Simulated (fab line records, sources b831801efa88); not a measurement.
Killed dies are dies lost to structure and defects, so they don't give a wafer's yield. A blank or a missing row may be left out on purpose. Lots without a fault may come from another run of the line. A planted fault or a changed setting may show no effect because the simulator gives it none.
fab line records | flow sky130
record lots=7 wafers=21 last_day=49
route steps=708 shown POLY_GATE@234 LDD_N@237
lots that met no fault: from a run of the same line without faults
start_h: hours from the record's first day to the start of the lot's first wafer shown | wait_h: hours since the lot's step before | " the same as in the row above | L1.1+2: a row that stands for several wafers | - no value, or no start given | * or withheld: withheld | < > ~ a bound
route shown NAME@n: a module of which the file shows steps, and the number in the route of the first | usual: mean/standard deviation of fault-free wafers | same: alike in all rows | chamber/n: place in a boat | sites: the reading at each site | _std_site: their standard deviation | _edge_site: outer sites' mean less inner sites' | radius_mm: how far each site lies from the wafer's centre | mask NAME#n: copy n | behind: the tool/chamber that last shaped the wafer | hold: why the lot was held/for how many hours/how that ended | device: the transistor (n, p or np) that didn't switch | end of line: the same wafers' tests at the end of the route | a step without rows: its recipe alone | killed: dies lost to structure and defects at the first sort, not the wafer's yield | map: a wafer's dies, x killed, . not, _ none there
set.NAME: the setting as run; set.NAME@STEP: as run at that earlier step | model.NAME: the simulator's own value behind a step, which no gauge read
lots at some steps of the route; a table a step, a row a wafer
services: from which hour (start_h, from the record's first day; less than 0 if before it) a tool's chamber was out of use, for how many hours, and why
## steps
# step SKY_POLY_GATE_OXIDATION_20
# recipe temp_c=850 ambient=O2 stabilise_s=600 purge_s=300 target_thk_a=40 ox_time_s=899
# step SKY_POLY_GATE_THK_MEAS_21
# recipe reads=SiO2_of_POLY_GATE_OXIDATION_20
# usual POLY_GATE_OXIDATION_THK=4.00/0.076
# columns lot.wafer tool chamber start_h wait_h POLY_GATE_OXIDATION_THK[nm]
L774.2 film_metro-03 - 396.00 0.0 4.02
L774.3 " - " " 3.99
L774.6 " - " " 3.96
L775.1 film_metro-01 - 432.88 0.0 4.00
L775.4 " - " " 4.09
L775.6 " - " " 4.08
L776.1 film_metro-03 - 432.88 0.0 4.11
L776.2 " - " " 4.13
L776.5 " - " " 4.12
L778.1 film_metro-02 - 432.88 0.0 4.04
L778.2 " - " " 3.99
L778.5 " - " " 4.06
L785.1 film_metro-03 - 494.93 0.0 4.00
L785.4 " - " " 4.00
L785.6 " - " " 3.93
L786.2 film_metro-03 - 507.99 0.0 4.08
L786.3 " - " " 4.03
L786.6 " - " " 4.09
L790.3 film_metro-03 - 550.55 0.0 3.97
L790.4 " - " " 3.94
L790.5 " - " " 3.89
# step SKY_POLY_GATE_CD_MEAS_22
# usual cd_nm=149.9/1.8
# columns lot.wafer tool chamber start_h wait_h cd_nm
L774.2 cd_sem-01 - 396.08 0.1 149.7
L774.3 " - " " 147.3
L774.6 " - " " 147.9
L775.1 cd_sem-01 - 432.94 0.1 147.7
L775.4 " - " " 147.7
L775.6 " - " " 147.3
L778.1 cd_sem-02 - 432.94 0.1 148.8
L778.2 " - " " 148.0
L778.5 " - " " 149.0
L776.1 cd_sem-01 - 433.11 0.2 151.1
L776.2 " - " " 149.0
L776.5 " - " " 148.4
L785.1 cd_sem-02 - 494.99 0.1 148.9
L785.4 " - " " 150.1
L785.6 " - " " 150.0
L786.2 cd_sem-01 - 508.07 0.1 149.8
L786.3 " - " " 149.1
L786.6 " - " " 150.0
L790.3 cd_sem-02 - 550.65 0.1 150.7
L790.4 " - " " 148.4
L790.5 " - " " 148.4
# step SKY_LDD_N_DEHYDRATE_00
# recipe temp_c=200 time_s=60
# step SKY_LDD_N_HMDS_01
# recipe prime_time_s=60 prime_temp_c=120
# step SKY_LDD_N_COAT_02
# recipe resist=NOVOLAK spin_rpm=3050 resist_thk_nm=300
# step SKY_LDD_N_SOFTBAKE_03
# recipe temp_c=90 time_s=60 resist=NOVOLAK
# step SKY_LDD_N_EXPOSE_04
# recipe mask_id=NTM target_cd_nm=840 na=0.6 source_shape=conventional sigma_outer=0.6 dose_mj=110
# step SKY_LDD_N_PEB_05
# recipe temp_c=withheld time_s=* resist=NOVOLAK
# step SKY_LDD_N_DEVELOP_06
# recipe develop_time_s=60 dev_temp_c=23
# step SKY_LDD_N_OVL_MEAS_07
# usual LDD_N_OVL=1.3/1.4
# columns lot.wafer tool chamber start_h wait_h LDD_N_OVL[nm]
L774.2 overlay-01 - 426.48 0.1 1.1
L774.3 " - " " 1.6
L774.6 " - " " 3.1
L775.1 overlay-01 - 463.33 0.1 1.9
L775.4 " - " " 1.3
L775.6 " - " " -0.5
L778.1 overlay-02 - 463.52 0.1 2.5
L778.2 " - " " 2.0
L778.5 " - " " 1.4
L776.1 overlay-01 - 463.82 0.1 2.1
L776.2 " - " " 1.3
L776.5 " - " " 1.3
L785.1 overlay-01 - 525.18 0.1 3.6
L785.4 " - " " 2.3
L785.6 " - " " 4.3
L786.2 overlay-02 - 537.86 0.1 -0.7
L786.3 " - " " 0.7
L786.6 " - " " -1.7
L790.3 overlay-01 - 580.73 0.1 1.1
L790.4 " - " " 3.5
L790.5 " - " " 3.4
# step SKY_LDD_N_IMPLANT_08
# recipe species=As energy_kev=20 dose_cm2=7.5e+13 tilt_deg=withheld rotation_deg=23
# step SKY_LDD_N_IMPLANT_09
# recipe species=As energy_kev=20 dose_cm2=7.5e+13 tilt_deg=withheld rotation_deg=113
# usual beam_energy_keV=20.000/0.0067 beam_on_s=9.97/0.18
# columns lot.wafer tool chamber start_h wait_h beam_energy_keV beam_on_s
L774.2 implanter-01 0 426.68 0.1 20.004 9.96
L774.3 " 0 " " 20.003 10.11
L774.6 " 0 " " 20.009 10.22
L775.1 implanter-03 - 463.52 0.1 - -
L775.4 " - " " - -
L775.6 " - " " - -
L778.1 implanter-01 - 463.71 0.1 - -
L778.2 " - " " - -
L778.5 " - " " - -
L776.1 implanter-04 - 464.01 0.1 - -
L776.2 " - " " - -
L776.5 " - " " - -
L785.1 implanter-03 0 525.37 0.1 19.995 10.04
L785.4 " 0 " " 19.993 10.17
L785.6 " 0 " " 19.991 9.70
L786.2 implanter-01 0 538.07 0.1 20.002 9.66
L786.3 " 0 " " 19.996 10.37
L786.6 " 0 " " 20.009 9.86
L790.3 implanter-03 0 580.96 0.1 20.004 9.92
L790.4 " 0 " " 20.001 9.92
L790.5 " 0 " " 19.999 10.16
# step SKY_LDD_N_IMPLANT_10
# recipe species=As energy_kev=20 dose_cm2=7.5e+13 tilt_deg=withheld rotation_deg=203
# step SKY_LDD_N_IMPLANT_11
# recipe species=As energy_kev=20 dose_cm2=7.5e+13 tilt_deg=withheld rotation_deg=293
# step SKY_LDD_N_IMPLANT_12
# recipe species=BF2 energy_kev=50 dose_cm2=5e+12 tilt_deg=30 rotation_deg=0
# step SKY_LDD_N_IMPLANT_13
# recipe species=BF2 energy_kev=50 dose_cm2=5e+12 tilt_deg=30 rotation_deg=90
# step SKY_LDD_N_IMPLANT_14
# recipe species=BF2 energy_kev=50 dose_cm2=5e+12 tilt_deg=30 rotation_deg=180
# step SKY_LDD_N_IMPLANT_15
# recipe species=BF2 energy_kev=50 dose_cm2=5e+12 tilt_deg=30 rotation_deg=270
# step SKY_LDD_N_STRIP_16
# recipe chemistry=O2/N2 power_w=1400 pressure_mtorr=1500 platen_temp_c=withheld o2_flow_sccm=3000 n2_flow_sccm=300 overash_fraction=0.5
# usual drypump_motor_current_A=5.4/0.4 oes_product_au=0.405/0.0042 strip_time_to_endpoint_s=4.277/0.014
# columns lot.wafer tool chamber start_h wait_h drypump_motor_current_A oes_product_au rf_hours_counter_h strip_time_to_endpoint_s
L774.2 plasma_asher-03 0 427.71 0.1 4.9 0.404 58 4.302
L774.3 " 0 " " 4.9 0.409 - 4.283
L774.6 " 1 " " 5.9 0.395 - 4.275
L775.1 plasma_asher-02 0 464.57 0.1 5.6 0.409 34 4.115
L775.4 " 0 " " 5.6 0.402 - 4.107
L775.6 " 0 " " 5.6 0.409 - 4.119
L778.1 plasma_asher-03 1 464.76 0.1 5.9 0.406 62 4.088
L778.2 " 0 " " 4.9 0.398 62 4.074
L778.5 " 1 " " 5.9 0.409 - 4.087
L776.1 plasma_asher-02 0 465.06 0.1 5.6 0.408 35 4.106
L776.2 " 1 " " 5.4 0.409 35 4.112
L776.5 " 0 " " 5.6 0.412 - 4.114
L785.1 plasma_asher-02 0 526.42 0.1 5.6 0.403 41 4.296
L785.4 " 0 " " 5.6 0.416 - 4.287
L785.6 " 0 " " 5.6 0.399 - 4.286
L786.2 plasma_asher-03 0 539.09 0.1 4.9 0.408 70 4.272
L786.3 " 1 " " 5.9 0.406 - 4.272
L786.6 " 0 " " 4.9 0.404 - 4.283
L790.3 plasma_asher-04 0 581.99 0.1 6.0 0.411 - 4.287
L790.4 " 1 " " 4.9 0.401 - 4.261
L790.5 " 1 " " 4.9 0.408 - 4.244
# step SKY_LDD_N_TW_MEAS_17
# usual LDD_N_TW=2571/18
# columns lot.wafer tool chamber start_h wait_h LDD_N_TW
L774.2 film_metro-01 - 427.82 0.1 2567
L774.3 " - " " 2576
L774.6 " - " " 2600
L775.1 film_metro-03 - 464.67 0.1 2414
L775.4 " - " " 2440
L775.6 " - " " 2427
L778.1 film_metro-04 - 464.86 0.1 2420
L778.2 " - " " 2422
L778.5 " - " " 2418
L776.1 film_metro-04 - 465.16 0.1 2403
L776.2 " - " " 2414
L776.5 " - " " 2423
L785.1 film_metro-01 - 526.52 0.1 2607
L785.4 " - " " 2590
L785.6 " - " " 2598
L786.2 film_metro-04 - 539.20 0.1 2560
L786.3 " - " " 2554
L786.6 " - " " 2553
L790.3 film_metro-04 - 582.08 0.1 2547
L790.4 " - " " 2558
L790.5 " - " " 2551
## services
# columns tool chamber start_h hours kind
plasma_asher-03 - 404.21 0.4 repair
plasma_asher-02 - 425.99 15.6 repair
plasma_asher-04 - 433.49 3.8 repair
implanter-04 - 460.87 2.0 repair
implanter-03 - 476.31 6.7 repair
implanter-01 - 488.37 4.7 pm
implanter-01 - 532.72 2.0 repair
implanter-04 - 547.01 2.6 repair
plasma_asher-04 - 567.57 12.9 repair
implanter-03 - 568.91 6.6 pm
## key
first_sign step=SKY_LDD_N_IMPLANT_09 reading=tool_record direction=missing
effect step=SKY_LDD_N_STRIP_16 reading=strip_time_to_endpoint_s direction=down sigmas=13 usual=* struck=*
effect step=SKY_LDD_N_TW_MEAS_17 reading=LDD_N_TW direction=down sigmas=8.4 usual=2571 struck=2420
met_at SKY_LDD_N_IMPLANT_09
struck_wafers L775.1,L775.4,L775.6,L776.1,L776.2,L776.5,L778.1,L778.2,L778.5
later_rows_left_out L775.1,L775.4,L775.6,L776.1,L776.2,L776.5,L778.1,L778.2,L778.5
sort_left_out L775.1,L775.4,L775.6,L776.1,L776.2,L776.5,L778.1,L778.2,L778.5
tester_left_out L775,L776,L778
onset_between 426.68 463.52
fault kind=skipped_step_whole tool=implanter-01,implanter-03,implanter-04 chamber=- onset_h=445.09 steps=SKY_LDD_N_IMPLANT_09 scope=struck_lots_only
# tester_left_out: of these lots the tester's yield and bins aren't shown, on N5 and GAA mostly nor the transistor test; their killed dies are dies lost to structure and defects alone, not to doping, threshold or leakage, so they don't give the yield
# sort_left_out: the simulated sort isn't trusted on such a fault, so these wafers' sort isn't shown, and their yield isn't known
# later_rows_left_out: the simulator's readings of these wafers behind a module that went badly wrong aren't trusted and aren't shown, but for the sort
